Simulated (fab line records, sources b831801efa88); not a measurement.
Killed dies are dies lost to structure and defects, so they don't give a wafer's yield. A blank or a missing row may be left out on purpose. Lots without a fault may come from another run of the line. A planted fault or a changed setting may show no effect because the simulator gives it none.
Which tool did it? | flow gf180mcu | 11 lots, 33 wafers sampled, at 4 steps of a route of 602

WHAT THE GAUGES READ, wafer by wafer
GF_V5_CD_MEAS_14: target cd 260 nm. Usual: cd_nm 260.3 nm, standard deviation 1.1.
lot  | measured     | on        | cd_nm (nm)        | flag
L391 | day 27 14:01 | cd_sem-01 | 259.6 260.6 260.5 |
L392 | day 27 22:46 | cd_sem-01 | 260.0 260.9 260.4 |
L397 | day 29 21:47 | cd_sem-01 | 259.0 261.0 258.5 |
L398 | day 30 04:38 | cd_sem-02 | 260.2 259.0 258.6 |
L399 | day 30 08:12 | cd_sem-01 | 262.0 262.4 261.6 |
L405 | day 31 16:20 | cd_sem-02 | 251.9 250.6 251.2 | OFF
L404 | day 31 18:56 | cd_sem-01 | 260.4 262.2 260.2 |
L408 | day 32 08:49 | cd_sem-02 | 253.7 253.9 254.4 | OFF
L409 | day 32 10:06 | cd_sem-01 | 260.9 259.3 258.4 |
L410 | day 32 20:16 | cd_sem-02 | 253.6 255.3 254.9 | OFF
L411 | day 33 01:59 | cd_sem-01 | 259.8 259.8 259.3 |

WHICH TOOL RAN EACH LOT (tool, then ch and the chambers of the sampled wafers, then the start)
lot  | GF_MIM_METAL_ETCH_19              | GF_M5_STRIP_11                       | GF_V5_EXPOSE_11
L391 | rie_metal-01 ch 1, day 25 19:46   | plasma_asher-01 ch 0,1, day 26 16:58 | krf_scanner-02 ch 0, day 27 04:13
L392 | rie_metal-03 ch 0,1, day 26 04:06 | plasma_asher-04 ch 0,1, day 27 01:16 | krf_scanner-01 ch 0, day 27 12:52
L397 | rie_metal-03 ch 0, day 28 04:54   | plasma_asher-04 ch 0,1, day 29 01:28 | krf_scanner-02 ch 0, day 29 12:29
L398 | rie_metal-02 ch 0,1, day 28 12:27 | plasma_asher-03 ch 0,1, day 29 08:59 | krf_scanner-02 ch 0, day 29 19:32
L399 | rie_metal-02 ch 0,1, day 28 16:24 | plasma_asher-01 ch 0,1, day 29 12:17 | krf_scanner-02 ch 0, day 29 23:24
L405 | rie_metal-02 ch 0,1, day 30 03:18 | plasma_asher-04 ch 0,1, day 30 21:55 | krf_scanner-02 ch 0, day 31 07:59
L404 | rie_metal-02 ch 1, day 30 05:31   | plasma_asher-01 ch 0,1, day 31 00:20 | krf_scanner-01 ch 0, day 31 10:29
L408 | rie_metal-02 ch 1, day 30 19:41   | plasma_asher-04 ch 0, day 31 14:13   | krf_scanner-02 ch 0, day 32 00:28
L409 | rie_metal-02 ch 1, day 30 21:16   | plasma_asher-04 ch 0,1, day 31 15:46 | krf_scanner-01 ch 0, day 32 01:47
L410 | rie_metal-02 ch 0,1, day 31 07:59 | plasma_asher-01 ch 0,1, day 32 02:20 | krf_scanner-02 ch 0, day 32 12:12
L411 | rie_metal-01 ch 0, day 31 14:33   | plasma_asher-03 ch 1, day 32 08:31   | krf_scanner-01 ch 0, day 32 18:13
- GF_MIM_METAL_ETCH_19: etches the open film in Cl2/BCl3, stops on Si3N4, target depth 324.5 nm, time 54.1 s.
- GF_M5_STRIP_11: strips in O2/N2.
- GF_V5_EXPOSE_11: exposes mask Via5, target cd 260 nm.

WHAT THE TOOLS THEMSELVES READ (means of the sampled wafers that have a number; where no wafer has one, the mark that the record gives instead)
GF_MIM_METAL_ETCH_19. Usual: chamber_pressure_mTorr 8.000 mTorr, standard deviation 0.0075; drypump_motor_current_A 6.0 A, standard deviation 0.47; oes_product_au 0.940 a.u., standard deviation 0.0061; throttle_valve_pct 28.286 %, standard deviation 0.01.
lot  | tool         | chamber_pressure_mTorr (mTorr) | drypump_motor_current_A (A) | oes_product_au (a.u.) | throttle_valve_pct (%) | flag
L391 | rie_metal-01 | 8.006                          | 6.1                         | 0.938                 | 28.287                 |
L392 | rie_metal-03 | 8.000                          | 5.7                         | 0.943                 | 28.284                 |
L397 | rie_metal-03 | 7.999                          | 5.9                         | 0.938                 | 28.297                 |
L398 | rie_metal-02 | 8.002                          | 6.2                         | 0.936                 | 28.283                 |
L399 | rie_metal-02 | 8.000                          | 6.2                         | 0.943                 | 28.280                 |
L405 | rie_metal-02 | 7.993                          | 5.9                         | 0.937                 | 28.283                 |
L404 | rie_metal-02 | 7.999                          | 6.5                         | 0.937                 | 28.291                 |
L408 | rie_metal-02 | 7.993                          | 6.5                         | 0.943                 | 28.289                 |
L409 | rie_metal-02 | 8.005                          | 6.5                         | 0.945                 | 28.280                 |
L410 | rie_metal-02 | 7.993                          | 6.2                         | 0.941                 | 28.271                 |
L411 | rie_metal-01 | 7.998                          | 6.4                         | 0.943                 | 28.284                 |

GF_M5_STRIP_11. Usual: chamber_pressure_mTorr 1500.0 mTorr, standard deviation 1.2; drypump_motor_current_A 5.6 A, standard deviation 0.32; heater_power_w 311 W, standard deviation 31; oes_product_au 0.543 a.u., standard deviation 0.0052; strip_time_to_endpoint_s 7.52 s, standard deviation 0.055.
lot  | tool            | chamber_pressure_mTorr (mTorr) | drypump_motor_current_A (A) | heater_power_w (W) | oes_product_au (a.u.) | strip_time_to_endpoint_s (s) | flag
L391 | plasma_asher-01 | 1499.5                         | 5.6                         | 316                | 0.545                 | 7.50                         |
L392 | plasma_asher-04 | 1501.1                         | 5.6                         | 340                | 0.542                 | 7.46                         |
L397 | plasma_asher-04 | 1498.7                         | 5.8                         | 330                | 0.544                 | 7.56                         |
L398 | plasma_asher-03 | 1500.3                         | 6.0                         | 250                | 0.541                 | 7.48                         |
L399 | plasma_asher-01 | 1498.7                         | 5.5                         | 322                | 0.538                 | 7.47                         |
L405 | plasma_asher-04 | 1499.9                         | 5.8                         | 330                | 0.542                 | 7.47                         |
L404 | plasma_asher-01 | 1499.7                         | 5.5                         | 318                | 0.537                 | 7.47                         |
L408 | plasma_asher-04 | 1500.6                         | 6.0                         | 314                | 0.539                 | 7.50                         |
L409 | plasma_asher-04 | 1500.7                         | 5.8                         | 327                | 0.545                 | 7.59                         |
L410 | plasma_asher-01 | 1500.4                         | 5.5                         | 309                | 0.545                 | 7.56                         |
L411 | plasma_asher-03 | 1499.6                         | 6.4                         | 236                | 0.543                 | 7.51                         |

GF_V5_EXPOSE_11. Usual: exposure_dose_mJ_cm2 38.00, standard deviation 0.038.
lot  | tool           | exposure_dose_mJ_cm2 | flag
L391 | krf_scanner-02 | 38.03                |
L392 | krf_scanner-01 | 38.03                |
L397 | krf_scanner-02 | 37.98                |
L398 | krf_scanner-02 | 37.99                |
L399 | krf_scanner-02 | 37.97                |
L405 | krf_scanner-02 | 36.12                | OFF
L404 | krf_scanner-01 | 37.96                |
L408 | krf_scanner-02 | 36.57                | OFF
L409 | krf_scanner-01 | 37.99                |
L410 | krf_scanner-02 | 36.79                | OFF
L411 | krf_scanner-01 | 37.97                |

THE ANSWER, worked out from the rows above alone
Rule: a lot is off if the mean of its wafers that have a number lies more than 3 standard deviations from the usual mean. A lot without any number at a reading at which 4 lots or more have one is off too. The other lots that the step has rows for count as sound. The gauges are gone through in route order, then the tools' own readings, and for those a lot's mean is taken as printed above. The first step at which some lot is off is used, and at that step the reading that is off furthest; a lot without a number counts as furthest.
Off: L405, L408, L410, at GF_V5_CD_MEAS_14 (cd_nm).
A tool fits if, at a process step before that reading, it ran every lot that is off, and no sound lot after the first of them. The gauges at GF_V5_CD_MEAS_14 aren't tried: what is off there is off at GF_V5_EXPOSE_11 too, on other tools, and a gauge's error can't cause that. One fits: krf_scanner-02 at GF_V5_EXPOSE_11. Its last sound lot is L399 (day 29 23:24), its first lot that is off L405 (day 31 07:59): a fault that began between those two fits.
The tool's own readings at GF_V5_EXPOSE_11 bear it out: on the lots that are off they differ by more than 5 times the standard deviation of the sound lots' means. exposure_dose_mJ_cm2 reads 36.49 there against 37.99 on the sound lots.

WHAT THE SIMULATOR HAD PUT IN
Process parameter drift: krf_scanner-02, from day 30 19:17 on, at GF_V5_EXPOSE_11. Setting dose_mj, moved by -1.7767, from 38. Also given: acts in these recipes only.
Lots struck among those shown: L405, L408, L410. The rule above found the same.
